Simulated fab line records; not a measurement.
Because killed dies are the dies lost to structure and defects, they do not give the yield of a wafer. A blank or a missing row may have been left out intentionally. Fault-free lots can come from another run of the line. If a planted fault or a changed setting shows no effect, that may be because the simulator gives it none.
A struck lot beside a sound one :: flow sky130 :: 15 out of 708 route steps
Sound: wafers L772.1, L772.2, L772.4. Wafers struck: L776.2, L776.4, L776.5. The cause is given at the end.
At each step with rows: each side's tool, then ch and its chambers, then its first start. Under that, the readings that differ: sound wafers :: struck wafers :: difference of the means :: sigmas: that difference in standard deviations of wafers without a fault.
alike: readings with means less than 2 such deviations apart, plus words and numbers identical on both sides. not compared: withheld readings, readings lacking a value on some wafer, bounds such as >300 that could conceal the same value, and numbers that have no deviation in the record and whose values overlap.
Wherever a step has rows on one side only, a row that says differs or no value, or a row with sigmas, the two part there. Numbers that don't overlap but have no deviation are shown without sigmas and don't part them. A reading that every wafer of one side lacks parts them only if that side has two wafers or more.

first, 7 steps without rows for these wafers: SKY_METAL3_HMDS_06 (prime time 60 s); SKY_METAL3_COAT_07 (resist thk 60 nm); SKY_METAL3_COAT_08 (resist thk 1140 nm); SKY_METAL3_SOFTBAKE_09 (time 90 s); SKY_METAL3_EXPOSE_10 (exposes mask MM3, target cd 300 nm); SKY_METAL3_PEB_11; SKY_METAL3_DEVELOP_12 (develop time 60 s).
SKY_METAL3_CD_MEAS_13: the cd target is 300 nm.
  sound on cd sem-01, day 41 02:11; struck on cd sem-01, day 42 05:31
  alike: cd nm
SKY_METAL3_OVL_MEAS_14:
  sound on overlay-02, day 41 02:19; struck on overlay-02, day 42 05:37
  alike: METAL3_OVL
SKY_METAL3_DESCUM_15: chemistry O2, time 8 s.
  sound on rie metal-01 ch 0,1, day 41 02:21; struck on rie metal-03 ch 0,1, day 42 05:39
  alike: drypump motor current A, oes product au
  not compared: rf hours counter h
SKY_METAL3_ETCH_16: etches BARC in N2/H2, stops on SiO2, time 88.2 s, target depth 60 nm.
  sound on rie metal-01 ch 0,1, day 41 02:23; struck on rie metal-03 ch 0,1, day 42 05:41
  alike: bias w, chamber pressure mTorr, drypump motor current A, oes product au, throttle valve pct
  not compared: rf hours counter h
SKY_METAL3_ETCH_17: etches SiO2 in C4F8/O2/Ar, stops on TiN, time 3.9 s, target depth 15 nm.
  sound on rie diel-02 ch 1,2,3, day 41 02:29; struck on rie diel-04 ch 0,1,3, day 42 05:47
  alike: bias w, chamber pressure mTorr, oes product au
SKY_METAL3_METAL_ETCH_18: etches the open film in Cl2/BCl3, stops on SiO2, target depth 845 nm, time 183.1 s.
  sound on rie metal-04 ch 0,1, day 41 02:30; struck on rie metal-01 ch 0,1, day 42 05:48
  no value came back on the struck wafers for any of 5 readings (bcl3 flow sccm (sccm), bias w (W) and others); on the sound wafers bcl3 flow sccm (sccm) reads 30.05 30.17 30.14
reading: model.KrF-thick_of_METAL3_COAT_08.thk nm (nm)
sound: 516.9 519.9 517.8
struck: 1077 1079 1080
difference: +560
sigmas: 

reading: model.SiO2_of_VIA2_HDPCVD_00.thk nm (nm)
sound: 463.9 465.8 464.1
struck: 490.2 489.7 490.1
difference: +25.4
sigmas: 

reading: model.METAL3.cd nm (nm)
sound: 296.9 298.3 298.9
struck: 301.1 299.1 299.2
difference: +1.8
sigmas: 
  not compared: rf hours counter h
SKY_METAL3_STRIP_19: strips in O2/N2.
  sound on plasma asher-01 ch 0,1, day 41 02:40; struck on plasma asher-01 ch 0,1, day 42 05:58
reading: oes product au (a.u.)
sound: 0.492 0.495 0.499
struck: 0.723 0.713 0.714
difference: +0.221
sigmas: +40

reading: strip time to endpoint s (s)
sound: 6.42 6.46 6.42
struck: 11.88 11.90 11.90
difference: +5.46
sigmas: +85
  alike: drypump motor current A
  not compared: rf hours counter h
then, 1 step without rows for these wafers: SKY_METAL3_STRIP_20 (strips in post etch residue remover, time 1200 s).

WHERE THEY PART
First at SKY_METAL3_METAL_ETCH_18; last, within this record, at SKY_METAL3_STRIP_19.

WHY: what had been put in by the simulator
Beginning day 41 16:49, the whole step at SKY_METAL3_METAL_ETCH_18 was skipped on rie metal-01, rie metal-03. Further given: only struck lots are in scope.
